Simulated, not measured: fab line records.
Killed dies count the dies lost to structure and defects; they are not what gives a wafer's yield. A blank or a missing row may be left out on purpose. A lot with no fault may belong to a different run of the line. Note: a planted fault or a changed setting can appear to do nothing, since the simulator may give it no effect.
Problem report in the 8D (eight disciplines) form, filled by code | flow sky130 | the parts of the form that need people (team, actions taken, sign-off) are left out

1. PROBLEM STATEMENT
METAL2_ALCU_RS at SKY_METAL2_RS_MEAS_05 reads a mean of 0.1664 ohm/sq on 1 wafer of 1 lot; wafers without a fault read 0.1264 ohm/sq with a standard deviation of 0.0017. That is +24 standard deviations from the usual mean.
The step: measures by four-point-probe.
First observed at day 39 12:19: wafer L340.2, on film metro-01. The record holds 27 wafers of 9 lots with a number at this step. The rule behind "out" and "out of limits": a value lying over 4 standard deviations away from the usual mean. All remaining wafers that have a number are taken as sound.

2. WHAT IT IS; WHAT IT IS NOT
question                    | is                | is not
which readings at this step | METAL2_ALCU_RS    | -
which lots                  | L340              | L325, L326, L329, L330, L331, L333, L335, L348
which wafers of those lots  | L340.2            | L340.3, L340.4
read on which gauges        | film metro-01     | film metro-03, film metro-04
when                        | from day 39 12:19 | up to then (23 sound wafers); but 3 sound wafers of L348 came after

3. THE SUSPECTS, EACH WITH WHAT RULES IT OUT
Counting: any tool at a process step up to the reading remains a suspect provided it ran every lot that is out. Sound lots after the first of them don't rule it out here, since some wafers of a struck lot are sound.
- ruled out: the gauge at SKY_METAL2_RS_MEAS_05. All the wafers that are out were read on film metro-01, but those of them that SKY_METAL2_METAL_ETCH_19 has rows for are out there too, on other tools.
- rie metal-01 at SKY_METAL1_ETCH_18 (etches BARC in N2/H2, stops on SiO2, time 45.9 s, target depth 60 nm): kept. It ran the lot that is out, L340 (day 38 07:20); its last sound lot up to then is L335 (day 36 20:35).
- pvd sputter-01 at SKY_METAL2_SPUTTER_02 (material AlCu, target thk 250 nm, time 13.3 s): kept. It ran the lot that is out, L340 (day 39 12:13); its last sound lot up to then is L335 (day 38 01:46).
Remaining after the count are rie metal-01 at SKY_METAL1_ETCH_18 and pvd sputter-01 at SKY_METAL2_SPUTTER_02.

4. THE CAUSE (what the simulator had put in)
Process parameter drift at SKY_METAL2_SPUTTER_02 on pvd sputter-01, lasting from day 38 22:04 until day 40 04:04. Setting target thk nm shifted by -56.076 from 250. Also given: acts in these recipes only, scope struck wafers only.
After counting, 2 suspects remain, this tool included.

5. THE EFFECT CHAIN, in route order
Each row: a reading where the mean over the struck wafers with a number is more than 3 standard deviations away from the usual. Scope: only readings with a usual standard deviation given in the record; hours: median across lots of the time from each lot's start at the first step in this table that gives one to its start at this step; sigmas: change in usual standard deviations.
hours | step                     | reading         | usual         | on struck wafers | change  | sigmas
0     | SKY_METAL2_RS_MEAS_05    | METAL2_ALCU_RS  | 0.1264 ohm/sq | 0.1664           | +0.0400 | +24
0     | SKY_METAL2_THK_MEAS_06   | METAL2_ALCU_THK | 254 nm        | 192              | -62     | -17
26    | SKY_METAL2_METAL_ETCH_19 | oes product au  | 0.854 a.u.    | 0.801            | -0.053  | -8.5
It contains these process steps:
- SKY_METAL2_METAL_ETCH_19: etches the open film in Cl2/BCl3, stops on SiO2, target depth 360 nm, time 78 s.
At these later measuring or inspecting steps, every struck wafer for which the step has a row has a number for every such reading, and none has moved that far: SKY_METAL2_OVL_MEAS_16.

6. HOW IT WOULD HAVE BEEN CAUGHT EARLIER
The first out-of-limits reading at a measuring or inspecting step in this record came at day 39 12:19, 14 hours after the fault's start at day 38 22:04.
An alarm limit of 4 standard deviations would not have fired on the tool readings at SKY_METAL2_SPUTTER_02 for which the record gives a usual standard deviation, since none of them was out on any struck wafer.
Lots out: 1; all had begun SKY_METAL2_SPUTTER_02 on pvd sputter-01 by day 39 12:19. None of them would have been spared by holding the tool at that moment.
